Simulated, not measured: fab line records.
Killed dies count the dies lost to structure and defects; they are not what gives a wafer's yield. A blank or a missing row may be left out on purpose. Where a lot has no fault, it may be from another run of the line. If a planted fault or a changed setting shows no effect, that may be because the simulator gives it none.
A single fault, viewed from 2 desks || flow sky130 || each desk holds nothing but its own numbers, with what lay behind them at the end

== FROM THE METROLOGY DESK ==
What the gauges read, lot by lot, whatever tool the lot ran on: means of the sampled wafers that have a number. The brackets show how far a lot's mean lies from the usual mean; more than 4 standard deviations puts the lot out of limits, marked OUT.
Columns: A = FIELD_ISO_CVD_03_THK at SKY_FIELD_ISO_THK_MEAS_04, usual 166.0 nm; B = VT_ADJUST_LVTN_OVL at SKY_VT_ADJUST_LVTN_OVL_MEAS_07, usual -0.3 nm
{"lot": "L683", "first seen here": "day 1 14:01", "A": 165.0, "B": 1.5}
{"lot": "L684", "first seen here": "day 1 19:16", "A": 166.1, "B": -0.1}
{"lot": "L686", "first seen here": "day 2 05:25", "A": 166.4, "B": -0.0}
{"lot": "L687", "first seen here": "day 2 09:41", "A": 166.3, "B": 0.5}
{"lot": "L690", "first seen here": "day 3 02:58", "A": 167.1, "B": -0.7}
{"lot": "L691", "first seen here": "day 3 06:06", "A": 165.8, "B": -0.2}
{"lot": "L692", "first seen here": "day 3 11:40", "A": 168.2, "B": -0.6}
{"lot": "L697", "first seen here": "day 4 11:31", "A": 164.1, "B": 0.7}
{"lot": "L698", "first seen here": "day 4 19:08", "A": 165.0, "B": -2.1}
{"lot": "L699", "first seen here": "day 5 00:32", "A": 166.1, "B": 0.7}
{"lot": "L702", "first seen here": "day 5 13:25", "A": 165.9, "B": -0.7}
{"lot": "L704", "first seen here": "day 5 22:45", "A": 163.3, "B": -0.6}
{"lot": "L706", "first seen here": "day 6 09:08", "A": 164.5, "B": -1.6}
This desk's verdict: no lot among the 13 shows anything out of limits.

== FOR THE TOOL OWNER'S DESK: rie si-01 ==
The tool's own readings at SKY_FIELD_ISO_ETCH_17 (etches Si in HBr/Cl2/O2, target depth 342 nm, time 97.7 s): means of the sampled wafers that have a number, for each lot that ran on this tool. The brackets show how far a lot's mean lies from the usual mean; more than 4 standard deviations puts the lot out of limits, marked OUT.
Columns: A = O2_flow_sccm at SKY_FIELD_ISO_ETCH_17, usual 5.999 sccm; B = drypump motor current A at SKY_FIELD_ISO_ETCH_17, usual 5.5 A; C = oes product au at SKY_FIELD_ISO_ETCH_17, usual 1.002 a.u.; D = run length s at SKY_FIELD_ISO_ETCH_17, usual 126.0 s; E = throttle valve pct at SKY_FIELD_ISO_ETCH_17, usual 25.654 %
{"lot": "L683", "first seen here": "day 2 05:26", "A": 5.986, "B": 6.1, "C": 0.996, "D": 126.0, "E": 25.669}
{"lot": "L686", "first seen here": "day 2 20:41", "A": 5.991, "B": 5.6, "C": 0.996, "D": 126.2, "E": 25.659}
{"lot": "L690", "first seen here": "day 3 19:11", "A": 5.998, "B": 6.5, "C": 1.001, "D": "122.4 (-8.1) OUT", "E": 25.657}
{"lot": "L691", "first seen here": "day 3 22:29", "A": 5.982, "B": 6.5, "C": 0.998, "D": "120.7 (-12) OUT", "E": 25.657}
{"lot": "L692", "first seen here": "day 4 04:10", "A": 6.014, "B": 5.8, "C": 0.994, "D": "120.8 (-12) OUT", "E": 25.657}
This desk's finding: out of limits on L690, L691, L692; first on L690, day 3 19:11 (run length s at SKY_FIELD_ISO_ETCH_17). Within limits: L683, L686.

== TAKEN TOGETHER ==
The tool owner's desk could have raised an alarm at day 3 19:11, on L690, L691, L692.
The metrology desk saw nothing out of limits.
The metrology desk holds a record of L690, L691, L692, inside its limits.
On rie si-01, each named lot ran SKY_FIELD_ISO_ETCH_17.

== WHAT THE SIMULATOR HAD PUT IN ==
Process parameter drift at SKY_FIELD_ISO_ETCH_17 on rie si-01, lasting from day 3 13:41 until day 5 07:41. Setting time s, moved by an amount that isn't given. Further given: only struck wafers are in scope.
Shown lots that were struck: L690, L691, L692.
Delay in hours, fault start to first out-of-limits reading, by desk: the tool owner's desk at 6.
